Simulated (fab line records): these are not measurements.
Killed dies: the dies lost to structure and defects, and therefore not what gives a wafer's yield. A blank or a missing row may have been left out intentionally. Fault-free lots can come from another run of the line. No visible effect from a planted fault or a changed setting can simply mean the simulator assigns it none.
Struck lot and sound lot, side by side || flow sky130 || 17 out of 708 route steps
Sound: wafers L335.2, L335.3, L335.5. Struck: wafer L327.4 (L327.1, L327.3, from the same lot, were not struck and are left out); the cause is given at the end.
Each step with rows lists, per side, the tool, then ch with its chambers, then its first start. Under that, the readings that differ: sound wafers || struck wafers || difference of the means || sigmas: that difference in standard deviations of wafers without a fault.
alike: same words and numbers on both sides, and readings whose means sit less than 2 such deviations apart. not compared: any withheld reading, any reading some wafer has no value for, any bound like >300 that may hide the same value, and any number with overlapping values for which the record gives no deviation.
Wherever a step has rows on one side only, a row that says differs or no value, or a row with sigmas, the two part there. Non-overlapping numbers with no deviation appear without sigmas and do not part them. A reading missing from all wafers of one side parts the sides only when that side holds two or more wafers.

SKY_LI_CONTACT_CMP_02: polishes PSG.
  sound on cmp-01 ch 1,3, day 32 00:31; struck on cmp-01 ch 2, day 29 08:25
  alike: motor_current_A, time_to_endpoint_s
SKY_LI_CONTACT_BOW_MEAS_03:
  sound on film_metro-04, day 32 00:47; struck on film_metro-03, day 29 08:40
  alike: LI_CONTACT_BOW
then, 8 steps without rows for these wafers: SKY_LI_CONTACT_DEHYDRATE_04 (time 60 s); SKY_LI_CONTACT_HMDS_05 (prime time 60 s); SKY_LI_CONTACT_COAT_06 (resist thk 60 nm); SKY_LI_CONTACT_COAT_07 (resist thk 450 nm); SKY_LI_CONTACT_SOFTBAKE_08 (time 90 s); SKY_LI_CONTACT_EXPOSE_09 (exposes mask LICM1, target cd 170 nm); SKY_LI_CONTACT_PEB_10; SKY_LI_CONTACT_DEVELOP_11 (develop time 60 s).
SKY_LI_CONTACT_CD_MEAS_12 targets a cd of 170 nm.
  sound on cd_sem-01, day 33 03:49; struck on cd_sem-01, day 30 12:42
  alike: cd_nm
SKY_LI_CONTACT_OVL_MEAS_13:
  sound on overlay-02, day 33 03:55; struck on overlay-01, day 30 12:49
{"reading": "LI_CONTACT_OVL (nm)", "sound": "-2 -9 -3", "struck": 8, "difference": "+13", "sigmas": "+2"}
SKY_LI_CONTACT_ETCH_14: etches BARC in N2/H2, stops on SiO2, time 45.9 s, target depth 60 nm.
  sound on rie_diel-03 ch 0,1, day 33 03:56; struck on rie_diel-04 ch 2, day 30 12:52
{"reading": "drypump_motor_current_A (A)", "sound": "5.0 5.1 5.0", "struck": 6.4, "difference": "+1.4", "sigmas": "+3"}
{"reading": "oes_product_au (a.u.)", "sound": "0.853 0.847 0.862", "struck": 0.985, "difference": "+0.131", "sigmas": "+30"}
{"reading": "run_length_s (s)", "sound": "74.6 75.1 74.7", "struck": 52.2, "difference": -22.6, "sigmas": -56}
{"reading": "model.KrF-thick_of_LI_CONTACT_COAT_07.thk_nm (nm)", "sound": "392.5 392.1 391.9", "struck": 414.4, "difference": "+22.2", "sigmas": ""}
{"reading": "model.etch.depth_nm (nm)", "sound": "59.68 59.9 59.84", "struck": 39.48, "difference": -20.33, "sigmas": ""}
{"reading": "model.LI_CONTACT.cd_nm (nm)", "sound": "169.1 169.6 169.1", "struck": 163.4, "difference": -5.9, "sigmas": ""}
  alike: h2_flow_sccm, throttle_valve_pct
  not compared: rf_hours_counter_h
SKY_LI_CONTACT_ETCH_15: etches PSG in C4F8/O2/Ar, stops on Si, target depth 600 nm.
  sound on rie_diel-03 ch 0,1, day 33 03:59; struck on rie_diel-04 ch 2, day 30 12:54
{"reading": "model.KrF-thick_of_LI_CONTACT_COAT_07.thk_nm (nm)", "sound": "231.6 229.5 233", "struck": 253.6, "difference": "+22.2", "sigmas": ""}
{"reading": "model.LI_CONTACT.cd_nm (nm)", "sound": "169.9 169.4 169.4", "struck": 163.5, "difference": -6.1, "sigmas": ""}
  alike: oes_product_au
SKY_LI_CONTACT_STRIP_16: strips in O2/N2.
  sound on plasma_asher-01 ch 0,1, day 33 04:04; struck on plasma_asher-04 ch 0, day 30 12:59
{"reading": "oes_product_au (a.u.)", "sound": "0.377 0.367 0.366", "struck": 0.387, "difference": "+0.017", "sigmas": "+3"}
{"reading": "strip_time_to_endpoint_s (s)", "sound": "3.49 3.46 3.51", "struck": 3.75, "difference": "+0.26", "sigmas": "+7"}
  alike: drypump_motor_current_A
  not compared: rf_hours_counter_h
then, 1 step without rows for these wafers: SKY_LI_CONTACT_CLEAN_17 (cleans in NMP, time 600 s).
-- a jump in the record: the struck wafers' starts before and after are 16 days apart (it breaks off in module LI_CONTACT and resumes in module PAD_OPEN, where the first step shown is number 708 of the route) --
SKY_PAD_OPEN_PROBE_99:
  sound on prober-01, day 48 19:41; struck on prober-01, day 46 22:58
{"reading": "model.etest.licon_pdiff.rc_ohm", "sound": "578.4 594.1 601.1", "struck": 682.7, "difference": "+91.5", "sigmas": ""}
{"reading": "model.etest.licon_high_po.rc_ohm", "sound": "366.8 334.4 348", "struck": 402.8, "difference": "+53.1", "sigmas": ""}
{"reading": "model.etest.licon_ndiff.rc_ohm", "sound": "185.9 183.7 187.8", "struck": 208.8, "difference": "+23.0", "sigmas": ""}
{"reading": "model.etest.sonos_uncharged.r_on_ohm_um", "sound": "818.4 809.7 811.6", "struck": 841.2, "difference": "+28.0", "sigmas": ""}
{"reading": "model.etest.licon_poly.rc_ohm", "sound": "152.8 155.9 147.7", "struck": 171.9, "difference": "+19.8", "sigmas": ""}

WHERE THEY PART
First at SKY_LI_CONTACT_OVL_MEAS_13; last, within this record, at SKY_LI_CONTACT_STRIP_16.

WHY: the cause the simulator had injected
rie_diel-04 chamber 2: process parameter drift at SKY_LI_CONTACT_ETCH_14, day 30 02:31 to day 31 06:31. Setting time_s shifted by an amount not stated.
